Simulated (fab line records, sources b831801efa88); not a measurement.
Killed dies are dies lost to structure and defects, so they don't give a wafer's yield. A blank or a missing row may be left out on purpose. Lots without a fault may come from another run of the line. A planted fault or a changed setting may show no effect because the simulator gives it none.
fab line records | flow sky130
record lots=10 wafers=30 last_day=49
route steps=708 shown POLY_GATE@232 CONTACT@420 VIA1@479 PAD_OPEN@708
lots that met no fault: from a run of the same line without faults
start_h: hours from the record's first day to the start of the lot's first wafer shown | wait_h: hours since the lot's step before | " the same as in the row above | L1.1+2: a row that stands for several wafers | - no value, or no start given | * or withheld: withheld | < > ~ a bound
route shown NAME@n: a module of which the file shows steps, and the number in the route of the first | usual: mean/standard deviation of fault-free wafers | same: alike in all rows | chamber/n: place in a boat | sites: the reading at each site | _std_site: their standard deviation | _edge_site: outer sites' mean less inner sites' | radius_mm: how far each site lies from the wafer's centre | mask NAME#n: copy n | behind: the tool/chamber that last shaped the wafer | hold: why the lot was held/for how many hours/how that ended | device: the transistor (n, p or np) that didn't switch | end of line: the same wafers' tests at the end of the route | a step without rows: its recipe alone | killed: dies lost to structure and defects at the first sort, not the wafer's yield | map: a wafer's dies, x killed, . not, _ none there
set.NAME: the setting as run; set.NAME@STEP: as run at that earlier step | model.NAME: the simulator's own value behind a step, which no gauge read
steps of the route over a sample of lots; a table a step, a row a wafer
services: from which hour (start_h, from the record's first day; less than 0 if before it) a tool's chamber was out of use, for how many hours, and why
## steps
# step SKY_POLY_GATE_STRIP_18
# recipe chemistry=O2/N2 power_w=1400 pressure_mtorr=1500 platen_temp_c=withheld o2_flow_sccm=3000 n2_flow_sccm=300 overash_fraction=0.5
# usual drypump_motor_current_A=5.6/0.39 oes_product_au=0.360/0.0045 strip_time_to_endpoint_s=3.170/0.029
# same overash_fraction=0.5
# columns lot.wafer tool chamber start_h wait_h drypump_motor_current_A oes_product_au rf_hours_counter_h strip_time_to_endpoint_s
L722.1 plasma_asher-03 0 371.04 0.0 5.6 0.370 69 3.197
L722.3 " 0 " " 5.6 0.360 - 3.143
L722.4 " 1 " " 5.8 0.355 - 3.143
L724.2 plasma_asher-03 0 422.94 0.0 5.6 0.359 74 3.145
L724.3 " 0 " " 5.6 0.358 - 3.199
L724.5 " 0 " " 5.6 0.360 - 3.179
L723.3 plasma_asher-02 0 423.61 0.1 5.1 0.361 - 3.246
L723.4 " 1 " " 5.8 0.365 - 3.137
L723.6 " 0 " " 5.1 0.360 - 3.191
L727.2 plasma_asher-02 0 428.38 0.0 5.1 0.362 30 3.165
L727.4 " 1 " " 5.8 0.347 - 3.161
L727.6 " 1 " " 5.8 0.356 - 3.164
L729.3 plasma_asher-01 0 445.95 0.1 4.9 0.361 - 3.189
L729.4 " 1 " " 6.3 0.356 - 3.202
L729.6 " 0 " " 4.9 0.356 - 3.159
L731.1 plasma_asher-01 1 452.23 0.0 6.4 0.364 2 3.122
L731.2 " 0 " " 4.9 0.358 2 3.129
L731.4 " 1 " " 6.3 0.358 - 3.211
L732.2 plasma_asher-03 1 466.32 0.0 5.8 0.369 77 3.113
L732.3 " 0 " " 5.6 0.354 - 3.190
L732.4 " 1 " " 5.8 0.370 - 3.211
L736.3 plasma_asher-03 0 503.58 0.1 5.6 0.360 - 3.166
L736.5 " 1 " " 5.8 0.364 - 3.202
L736.6 " 0 " " 5.6 0.359 - 3.158
L737.1 plasma_asher-01 0 519.34 0.0 5.0 0.361 10 3.164
L737.2 " 1 " " 6.4 0.359 10 3.194
L737.4 " 0 " " 5.0 0.355 - 3.180
L739.1 plasma_asher-02 0 533.94 0.0 5.1 0.367 40 3.171
L739.4 " 1 " " 5.8 0.365 - 3.170
L739.6 " 0 " " 5.1 0.360 - 3.142
# step SKY_CONTACT_CD_MEAS_14
# recipe target_cd_nm=170
# usual cd_nm=169.4/1.5
# columns lot.wafer tool chamber start_h wait_h cd_nm
L722.1 cd_sem-02 - 736.15 - 170.7
L722.3 " - " " 169.8
L722.4 " - " " 170.5
L724.2 cd_sem-02 - 785.79 - 168.4
L724.3 " - " " 168.6
L724.5 " - " " 168.2
L723.3 cd_sem-02 - 787.41 - 167.1
L723.4 " - " " 168.9
L723.6 " - " " 167.8
L727.2 cd_sem-01 - 788.34 - 169.7
L727.4 " - " " 170.5
L727.6 " - " " 169.7
L729.3 cd_sem-02 - 805.09 - 169.4
L729.4 " - " " 170.1
L729.6 " - " " 170.0
L731.1 cd_sem-01 - 808.65 - 169.3
L731.2 " - " " 169.8
L731.4 " - " " 167.9
L732.2 cd_sem-02 - 817.57 - 171.4
L732.3 " - " " 169.7
L732.4 " - " " 170.2
L736.3 cd_sem-02 - 849.31 - 168.8
L736.5 " - " " 169.3
L736.6 " - " " 170.3
L737.1 cd_sem-01 - 864.48 - 170.7
L737.2 " - " " 170.2
L737.4 " - " " 171.2
L739.1 cd_sem-02 - 877.03 - 170.0
L739.4 " - " " 171.2
L739.6 " - " " 170.2
# step SKY_CONTACT_STRIP_19
# recipe chemistry=O2/N2 power_w=1400 pressure_mtorr=1500 platen_temp_c=withheld o2_flow_sccm=3000 n2_flow_sccm=300 overash_fraction=0.5
# usual drypump_motor_current_A=5.6/0.46 oes_product_au=0.381/0.0047 strip_time_to_endpoint_s=3.626/0.026
# same overash_fraction=0.5
# columns lot.wafer tool chamber start_h wait_h drypump_motor_current_A oes_product_au rf_hours_counter_h strip_time_to_endpoint_s
L722.1 plasma_asher-02 0 736.44 - 5.1 0.380 58 3.618
L722.3 " 1 " " 5.8 0.391 - 3.619
L722.4 " 0 " " 5.1 0.386 - 3.618
L724.2 plasma_asher-02 1 786.06 - 5.8 0.372 63 3.610
L724.3 " 0 " " 5.1 0.382 - 3.638
L724.5 " 1 " " 5.8 0.384 - 3.634
L723.3 plasma_asher-01 1 787.70 - 6.4 0.386 - 3.616
L723.4 " 0 " " 4.9 0.385 - 3.577
L723.6 " 1 " " 6.4 0.369 - 3.625
L727.2 plasma_asher-02 1 788.61 - 5.8 0.382 64 3.615
L727.4 " 1 " " 5.8 0.374 - 3.618
L727.6 " 1 " " 5.8 0.381 - 3.632
L729.3 plasma_asher-02 0 805.37 - 5.1 0.393 - 3.634
L729.4 " 1 " " 5.8 0.381 - 3.621
L729.6 " 0 " " 5.1 0.385 - 3.624
L731.1 plasma_asher-01 1 808.94 - 6.4 0.381 35 3.619
L731.2 " 0 " " 5.0 0.371 35 3.619
L731.4 " 0 " " 4.9 0.381 - 3.632
L732.2 plasma_asher-03 0 817.84 - 5.6 0.391 7 3.674
L732.3 " 1 " " 5.8 0.384 - 3.656
L732.4 " 0 " " 5.6 0.384 - 3.647
L736.3 plasma_asher-01 1 849.60 - 6.3 0.385 - 3.641
L736.5 " 0 " " 4.9 0.375 - 3.645
L736.6 " 1 " " 6.3 0.381 - 3.659
L737.1 plasma_asher-02 1 864.77 - 5.8 0.376 70 3.586
L737.2 " 0 " " 5.1 0.379 70 3.649
L737.4 " 1 " " 5.8 0.387 - 3.652
L739.1 plasma_asher-03 0 877.32 - 5.6 0.383 13 3.617
L739.4 " 0 " " 5.6 0.380 - 3.676
L739.6 " 1 " " 5.9 0.383 - 3.647
# step SKY_VIA1_CVD_21
# recipe material=W target_thk_nm=270 time_s=80.902 temp_c=400 pressure_torr=40
# usual heater_power_w=845/89
# columns lot.wafer tool chamber start_h wait_h heater_power_w
L722.1 cvd_w-02 1 794.03 0.0 781
L722.3 " 1 " " 770
L722.4 " 0 " " 945
L724.2 cvd_w-01 1 843.27 0.0 762
L724.3 " 0 " " 951
L724.5 " 0 " " 976
L723.3 cvd_w-02 0 843.61 0.1 915
L723.4 " 1 " " 754
L723.6 " 0 " " 929
L727.2 cvd_w-02 0 846.03 0.0 959
L727.4 " 0 " " 954
L727.6 " 1 " " 738
L729.3 cvd_w-01 1 861.65 0.1 744
L729.4 " 0 " " 972
L729.6 " 1 " " 770
L731.1 cvd_w-01 0 864.07 0.0 978
L731.2 " 1 " " 762
L731.4 " 0 " " 981
L732.2 cvd_w-02 0 873.40 0.0 923
L732.3 " 0 " " 946
L732.4 " 1 " " 773
L736.3 cvd_w-02 1 907.47 0.1 757
L736.5 " 1 " " 739
L736.6 " 0 " " 912
L737.1 cvd_w-01 1 921.22 0.0 747
L737.2 " 0 " " 902
L737.4 " 1 " " 728
L739.1 cvd_w-02 1 931.54 0.0 761
L739.4 " 0 " " 938
L739.6 " 0 " " 921
# step SKY_VIA1_RS_MEAS_22
# recipe thk_meas_gauge=four-point-probe reads=W_of_VIA1_CVD_21+TiN_of_VIA1_SPUTTER_20
# usual VIA1_W_RS=0.426/0.0066
# columns lot.wafer tool chamber start_h wait_h VIA1_W_RS[ohm/sq]
L722.1 film_metro-02 - 794.12 0.1 0.429
L722.3 " - " " 0.435
L722.4 " - " " 0.422
L724.2 film_metro-01 - 843.38 0.1 0.422
L724.3 " - " " 0.420
L724.5 " - " " 0.421
L723.3 film_metro-03 - 843.71 0.1 0.433
L723.4 " - " " 0.438
L723.6 " - " " 0.436
L727.2 film_metro-01 - 846.14 0.1 0.431
L727.4 " - " " 0.430
L727.6 " - " " 0.435
L729.3 film_metro-01 - 861.75 0.1 0.424
L729.4 " - " " 0.424
L729.6 " - " " 0.425
L731.1 film_metro-02 - 864.16 0.1 0.427
L731.2 " - " " 0.427
L731.4 " - " " 0.427
L732.2 film_metro-02 - 873.51 0.1 0.421
L732.3 " - " " 0.423
L732.4 " - " " 0.429
L736.3 film_metro-03 - 907.57 0.1 0.429
L736.5 " - " " 0.422
L736.6 " - " " 0.278
L737.1 film_metro-01 - 921.32 0.1 0.434
L737.2 " - " " 0.437
L737.4 " - " " 0.430
L739.1 film_metro-01 - 931.64 0.1 0.427
L739.4 " - " " 0.278
L739.6 " - " " 0.279
# step SKY_VIA1_THK_MEAS_23
# recipe thk_meas_gauge=xrf reads=W_of_VIA1_CVD_21
# usual VIA1_W_THK=265/4.7
# columns lot.wafer tool chamber start_h wait_h VIA1_W_THK[nm]
L722.1 film_metro-02 - 794.24 0.1 263
L722.3 " - " " 259
L722.4 " - " " 267
L724.2 film_metro-01 - 843.49 0.1 269
L724.3 " - " " 268
L724.5 " - " " 271
L723.3 film_metro-03 - 843.81 0.1 256
L723.4 " - " " 253
L723.6 " - " " 255
L727.2 film_metro-01 - 846.25 0.1 263
L727.4 " - " " 264
L727.6 " - " " 260
L729.3 film_metro-01 - 861.85 0.1 267
L729.4 " - " " 269
L729.6 " - " " 268
L731.1 film_metro-02 - 864.28 0.1 267
L731.2 " - " " 266
L731.4 " - " " 265
L732.2 film_metro-02 - 873.62 0.1 270
L732.3 " - " " 267
L732.4 " - " " 265
L736.3 film_metro-03 - 907.67 0.1 258
L736.5 " - " " 263
L736.6 " - " " 394
L737.1 film_metro-01 - 921.44 0.1 262
L737.2 " - " " 261
L737.4 " - " " 264
L739.1 film_metro-01 - 931.76 0.1 265
L739.4 " - " " 402
L739.6 " - " " 402
# step SKY_VIA1_CMP_24
# recipe stop_on=SiO2 t_overpolish_s=15 down_force_psi=3.5 platen_rpm=60 target_thk_nm=0 pad_velocity_m_s=0.94248
# usual motor_current_A=11.7/1.4 time_to_endpoint_s=65/3.2
# columns lot.wafer tool chamber start_h wait_h motor_current_A time_to_endpoint_s
L722.1 cmp-02 0 794.35 0.1 9.8 59
L722.4 " 1 " " 11.3 64
L722.3 " 2 " " 10.8 62
L724.2 cmp-01 3 843.64 0.1 13.7 71
L724.3 " 0 " " 10.2 69
L724.5 " 1 " " 13.1 66
L723.4 cmp-02 0 843.95 0.1 10.2 64
L723.3 " 1 " " 11.2 69
L723.6 " 2 " " 10.4 68
L727.4 cmp-02 1 846.30 0.0 12.1 63
L727.2 " 2 " " 10.3 65
L727.6 " 1 " " 11.9 65
L729.3 cmp-02 2 861.94 0.1 10.9 63
L729.4 " 3 " " 10.3 59
L729.6 " 2 " " 10.8 66
L731.2 cmp-01 0 864.34 0.0 10.2 66
L731.4 " 1 " " 13.9 63
L731.1 " 2 " " 12.5 68
L732.3 cmp-02 3 873.67 0.0 10.8 66
L732.2 " 1 " " 12.0 64
L732.4 " 2 " " 10.6 66
L736.3 cmp-01 2 907.76 0.1 12.2 70
L736.5 " 1 " " 12.7 68
L736.6 " 2 " " 12.9 112
L737.2 cmp-01 0 921.50 0.0 10.8 65
L737.1 " 1 " " 13.3 69
L737.4 " 2 " " 12.8 68
L739.1 cmp-02 3 931.92 0.1 10.2 64
L739.4 " 0 " " 9.1 95
L739.6 " 2 " " 10.5 98
# step SKY_PAD_OPEN_PROBE_99
# usual defect_limited_yield=82.6/1.8 killed_at_M0_to_M3=43/7 killed_at_M4_up=3.4/1.9 killed_at_contacts=24/5.4 killed_at_front_end=15/4.4 killed_at_other=0.4/0.63 killed_dies=86/9.1 killed_open=46/6.6 killed_short=39/6.6 sort_bin_3_pad_short=0.9/0.46 sort_bin_5_function=10.3/1.4 sort_bin_6_memory=6.2/1.1 sort_n_pass=406/9.1 sort_yield_pct=82.6/1.8
# same gross_dies=492 killed_at_back_side=0 sort_bin_4_leakage[%]=0 sort_bin_8_speed[%]=0
# columns lot.wafer tool chamber start_h wait_h defect_limited_yield[%] killed_at_M0_to_M3 killed_at_M4_up killed_at_contacts killed_at_front_end killed_at_other killed_dies killed_open killed_short sort_bin_3_pad_short[%] sort_bin_5_function[%] sort_bin_6_memory[%] sort_n_pass sort_yield_pct[%]
L729.3 prober-02 - 1129.52 0.2 82.3 43 5 24 14 1 87 55 32 0.4 9.8 7.5 405 82.3
L729.4 prober-02 - 1129.57 0.2 81.7 47 5 22 16 0 90 48 42 1.0 9.8 7.5 402 81.7
L729.6 prober-02 - 1129.67 0.2 83.9 39 5 20 15 0 79 40 38 0.8 10.0 5.3 413 83.9
L736.3 prober-02 - 1163.45 0.2 87.0 34 0 15 15 0 64 38 26 0.6 7.9 4.5 428 87.0
L736.5 prober-02 - 1163.55 0.2 80.7 46 5 26 17 1 95 57 37 0.4 12.2 6.7 397 80.7
L736.6 prober-02 - 1163.60 0.2 84.6 44 3 21 8 0 76 48 28 0.6 10.0 4.9 416 84.6
# killed by level:class
L729.3 CONTACT:geometric_particle:open=14 VIA1:geometric_particle:open=13 FIELD_ISO:geometric_particle:open=7 VIA2:geometric_particle:open=7 VIA3:geometric_particle:short=5 VIA3:geometric_particle:open=5 LOCAL_INTERCONNECT:geometric_particle:short=4 METAL2:geometric_particle:short=4
L729.4 VIA3:geometric_particle:open=9 CONTACT:geometric_particle:open=7 LI_CONTACT:geometric_particle:open=6 METAL2:geometric_particle:short=6 VIA1:geometric_particle:open=6 POLY_GATE:geometric_particle:open=5 CONTACT:geometric_particle:short=5 METAL1:geometric_particle:short=5
L729.6 LI_CONTACT:geometric_particle:open=12 VIA1:geometric_particle:open=9 FIELD_ISO:geometric_particle:short=7 METAL1:geometric_particle:short=7 METAL2:geometric_particle:short=5 VIA2:geometric_particle:open=5 VIA3:geometric_particle:open=4 VIA3:geometric_particle:short=4
L736.3 VIA1:geometric_particle:open=13 VIA2:geometric_particle:open=7 FIELD_ISO:geometric_particle:short=6 LI_CONTACT:geometric_particle:open=4 LOCAL_INTERCONNECT:geometric_particle:short=4 CONTACT:geometric_particle:open=4 METAL2:geometric_particle:short=4 FIELD_ISO:geometric_particle:open=3
L736.5 VIA1:geometric_particle:open=14 CONTACT:geometric_particle:open=10 VIA3:geometric_particle:open=9 METAL1:geometric_particle:short=8 LI_CONTACT:geometric_particle:open=7 FIELD_ISO:geometric_particle:short=5 POLY_GATE:geometric_particle:short=5 LOCAL_INTERCONNECT:geometric_particle:short=4
L736.6 VIA1:geometric_particle:open=16 CONTACT:geometric_particle:open=8 VIA3:geometric_particle:open=8 POLY_GATE:geometric_particle:short=5 VIA2:geometric_particle:open=5 METAL2:geometric_particle:short=5 LI_CONTACT:geometric_particle:open=4 LOCAL_INTERCONNECT:geometric_particle:short=4
## services
# columns tool chamber start_h hours kind
plasma_asher-02 - 347.39 0.9 repair
plasma_asher-02 - 350.72 3.0 repair
cvd_w-02 0 368.00 10.0 repair
cvd_w-02 - 390.00 14.0 pm
cmp-02 - 395.58 1.9 repair
plasma_asher-01 - 412.23 2.9 repair
cmp-02 - 414.54 4.0 pm
cmp-02 - 419.88 1.2 repair
plasma_asher-01 - 421.25 9.0 pm
plasma_asher-03 - 433.44 14.6 pm
cmp-02 - 448.19 4.7 pm
cmp-02 - 454.50 3.8 repair
plasma_asher-02 - 456.58 4.3 pm
plasma_asher-02 - 482.53 8.7 repair
cmp-02 - 492.52 1.9 repair
cvd_w-02 0 504.55 8.9 repair
plasma_asher-01 - 539.19 16.0 pm
plasma_asher-02 - 550.15 2.8 pm
plasma_asher-02 - 562.79 19.4 pm
plasma_asher-01 - 576.01 14.6 pm
cmp-02 - 579.34 4.0 pm
plasma_asher-02 - 640.53 1.0 repair
plasma_asher-02 - 814.99 9.5 repair
plasma_asher-02 - 912.70 3.1 repair
## key
first_sign step=SKY_VIA1_RS_MEAS_22 reading=VIA1_W_RS direction=down sigmas=22 usual=0.426 struck=0.278
effect step=SKY_VIA1_THK_MEAS_23 reading=VIA1_W_THK direction=up sigmas=29 usual=265 struck=399
effect step=SKY_VIA1_CMP_24 reading=time_to_endpoint_s direction=up sigmas=11 usual=* struck=*
met_at SKY_VIA1_CVD_21
struck_lots L736,L739
struck_wafers L736.6,L739.4,L739.6
not_acting_at SKY_POLY_GATE_STRIP_18,SKY_CONTACT_CD_MEAS_14,SKY_CONTACT_STRIP_19
onset_between 873.40 907.47
fault kind=process_parameter_drift tool=cvd_w-02 chamber=0 onset_h=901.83 steps=SKY_VIA1_CVD_21 channel=target_thk_nm offset=140.58 shape=step end_h=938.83 acts_in=these_recipes_only stated=270
